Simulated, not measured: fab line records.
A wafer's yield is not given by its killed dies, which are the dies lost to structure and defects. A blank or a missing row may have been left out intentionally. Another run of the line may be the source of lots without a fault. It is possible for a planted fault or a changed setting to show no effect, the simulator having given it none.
A struck lot beside a sound one | flow sky130 | 43 steps out of a route of 708
Sound: these wafers, L149.1, L149.4, L149.5. Wafers L163.2, L163.3, L163.6 were the ones struck. At the end, the cause is stated.
Order at every step that has rows: each side's tool, ch and its chambers, its first start. Under that, the readings that differ: sound wafers | struck wafers | difference of the means | sigmas: that difference in standard deviations of wafers without a fault.
alike: readings whose means differ by less than 2 such deviations, and words and numbers that are the same on both sides. not compared: withheld readings, readings that some wafer has no value for, bounds like >300 that may hide the same value, and numbers for which the record gives no deviation and whose values overlap.
The two part at a step that has a row with sigmas, a row that says differs or no value, or rows on one side only. Non-overlapping numbers with no deviation appear without sigmas and do not part them. A reading missing from all wafers of one side parts the sides only when that side holds two or more wafers.

SKY_FIELD_ISO_ETCH_15: etches the open film in CHF3/O2, stops on Si, target depth 180 nm, time 72 s.
  sound on rie_diel-01 ch 1,3, day 3 12:01; struck on rie_diel-01 ch 0,1, day 6 12:02
  alike: bias_w, drypump_motor_current_A, oes_product_au, throttle_valve_pct
  not compared: rf_hours_counter_h
SKY_FIELD_ISO_STRIP_16: strips in O2/N2.
  sound on plasma_asher-02 ch 0,1, day 3 12:04; struck on plasma_asher-02 ch 0, day 6 12:05
  reading                      | sound          | struck         | difference | sigmas
  strip_time_to_endpoint_s (s) | 3.59 3.51 3.58 | 3.49 3.46 3.47 | -0.09      | -2
  alike: drypump_motor_current_A, n2_flow_sccm, oes_product_au
  not compared: rf_hours_counter_h
SKY_FIELD_ISO_ETCH_17: etches Si in HBr/Cl2/O2, target depth 342 nm, time 97.7 s.
  sound on rie_si-02 ch 0,1,2, day 3 12:10; struck on rie_si-02 ch 1,2, day 6 12:11
  alike: bias_w, drypump_motor_current_A, he_backside_leak_sccm, oes_product_au, throttle_valve_pct
  not compared: rf_hours_counter_h
then, 5 steps without rows for these wafers: SKY_FIELD_ISO_WET_ETCH_18 (etches Si3N4 in H3PO4, target depth 25 nm, time 286 s); SKY_FIELD_ISO_CLEAN_19 (cleans in SC1/SC2, time 150 s); SKY_FIELD_ISO_CLEAN_20 (cleans in dHF, time 20 s); SKY_FIELD_ISO_WET_ETCH_21 (etches SiO2 in dHF, target depth 20 nm, time 400 s); SKY_FIELD_ISO_OXIDATION_22 (stabilise 600 s, purge 300 s, target thk 10 nm).
SKY_FIELD_ISO_THK_MEAS_23:
  struck on film_metro-02, day 6 15:39; sound on film_metro-03, day 3 13:55
  alike: FIELD_ISO_OXIDATION_01_THK
then, 1 step without rows for these wafers: SKY_FIELD_ISO_CVD_24 (deposits SiO2, target thk 595 nm, time 99.2 s).
SKY_FIELD_ISO_THK_MEAS_25:
  struck on film_metro-04, day 6 15:47; sound on film_metro-02, day 3 14:03
  alike: FIELD_ISO_CVD_24_THK
then, 1 step without rows for these wafers: SKY_FIELD_ISO_ANNEAL_26 (time 1800 s).
SKY_FIELD_ISO_CMP_27: polishes, stops on Si3N4, t overpolish 16 s, target thk 457.8 nm.
  sound on cmp-02 ch 0,1,3, day 3 15:43; struck on cmp-02 ch 0,2,3, day 6 18:27
  alike: edge_zone_pressure_frac, motor_current_A, overpolish_run_s, platen_rpm, time_to_endpoint_s
then, 5 steps without rows for these wafers: SKY_FIELD_ISO_WET_ETCH_28 (etches SiO2 in dHF, target depth 23.7 nm, time 47 s); SKY_FIELD_ISO_WET_ETCH_29 (etches Si3N4 in H3PO4, target depth 160 nm, time 1825 s); SKY_FIELD_ISO_WET_ETCH_30 (etches SiO2 in dHF, target depth 25 nm, time 50 s); SKY_NWELL_CLEAN_00 (cleans in SC1/SC2, time 150 s); SKY_NWELL_OXIDATION_01 (stabilise 600 s, purge 300 s, target thk 10 nm).
SKY_NWELL_THK_MEAS_02:
  struck on film_metro-01, day 6 21:16; sound on film_metro-01, day 3 17:55
  alike: NWELL_OXIDATION_THK
then, 8 steps without rows for these wafers: SKY_DNWELL_DEHYDRATE_00 (time 60 s); SKY_DNWELL_HMDS_01 (prime time 60 s); SKY_DNWELL_COAT_02 (resist thk 3000 nm); SKY_DNWELL_SOFTBAKE_03; SKY_DNWELL_EXPOSE_04 (exposes mask DNM, target cd 3000 nm); SKY_DNWELL_PEB_05; SKY_DNWELL_DEVELOP_06 (develop time 60 s); SKY_DNWELL_IMPLANT_07.
SKY_DNWELL_STRIP_08: strips in O2/N2.
  sound on plasma_asher-03 ch 0,1, day 4 10:45; struck on plasma_asher-01 ch 0, day 7 17:00
  reading                      | sound             | struck            | difference | sigmas
  drypump_motor_current_A (A)  | 6.2 6.2 6.2       | 5.3 5.3 5.3       | -0.9       | -3
  strip_time_to_endpoint_s (s) | 36.75 36.82 36.90 | 37.00 36.95 37.09 | +0.19      | +2
  alike: n2_flow_sccm, oes_product_au
  not compared: rf_hours_counter_h
SKY_DNWELL_TW_MEAS_09:
  struck on film_metro-03, day 7 17:07; sound on film_metro-01, day 4 10:51
  reading   | sound          | struck         | difference | sigmas
  DNWELL_TW | 1104 1106 1109 | 1130 1131 1135 | +26        | +2
then, 7 steps without rows for these wafers: SKY_PWDE_DEHYDRATE_00 (time 60 s); SKY_PWDE_HMDS_01 (prime time 60 s); SKY_PWDE_COAT_02 (resist thk 3000 nm); SKY_PWDE_SOFTBAKE_03; SKY_PWDE_EXPOSE_04 (exposes mask PWDEM, target cd 840 nm); SKY_PWDE_PEB_05; SKY_PWDE_DEVELOP_06 (develop time 60 s).
SKY_PWDE_OVL_MEAS_07:
  struck on overlay-01, day 8 13:40; sound on overlay-01, day 5 04:57
  alike: PWDE_OVL
next, for these wafers, 1 step has no rows: SKY_PWDE_IMPLANT_08.
SKY_PWDE_STRIP_09: strips in O2/N2.
  sound on plasma_asher-04 ch 0,1, day 5 05:08; struck on plasma_asher-02 ch 1, day 8 13:50
  alike: drypump_motor_current_A, n2_flow_sccm, oes_product_au, strip_time_to_endpoint_s
  not compared: rf_hours_counter_h
SKY_PWDE_TW_MEAS_10:
  struck on film_metro-01, day 8 13:57; sound on film_metro-01, day 5 05:14
  alike: PWDE_TW
then, 2 steps without rows for these wafers: SKY_NWELL_DEHYDRATE_03 (time 60 s); SKY_NWELL_HMDS_04 (prime time 60 s).
-- the record jumps here: 42 days lie between the struck wafers' starts before and after (it left off in module NWELL and takes up again in module PAD_OPEN, whose first step shown is number 708 of the route) --
SKY_PAD_OPEN_PROBE_99:
  struck on prober-01, day 50 07:31; sound on prober-01, day 47 13:36
  reading             | sound     | struck      | difference | sigmas
  killed_at_contacts  | 24 39 27  | 17 7 15     | -17        | -3
  killed_at_front_end | 25 15 15  | 220 202 215 | +194       | +45
  killed_dies         | 86 106 86 | 280 249 264 | +172       | +20
  killed_on_rim       | 25 21 14  | 57 47 48    | +31        | +8
  killed_open         | 51 63 37  | 37 30 35    | -16        | -2
  alike: killed_at_M0_to_M3, killed_at_M4_up, killed_at_other, killed_short

WHERE THEY PART
Last at SKY_PAD_OPEN_PROBE_99 as far as this record goes, first at SKY_FIELD_ISO_STRIP_16.

WHY: the cause the simulator had injected
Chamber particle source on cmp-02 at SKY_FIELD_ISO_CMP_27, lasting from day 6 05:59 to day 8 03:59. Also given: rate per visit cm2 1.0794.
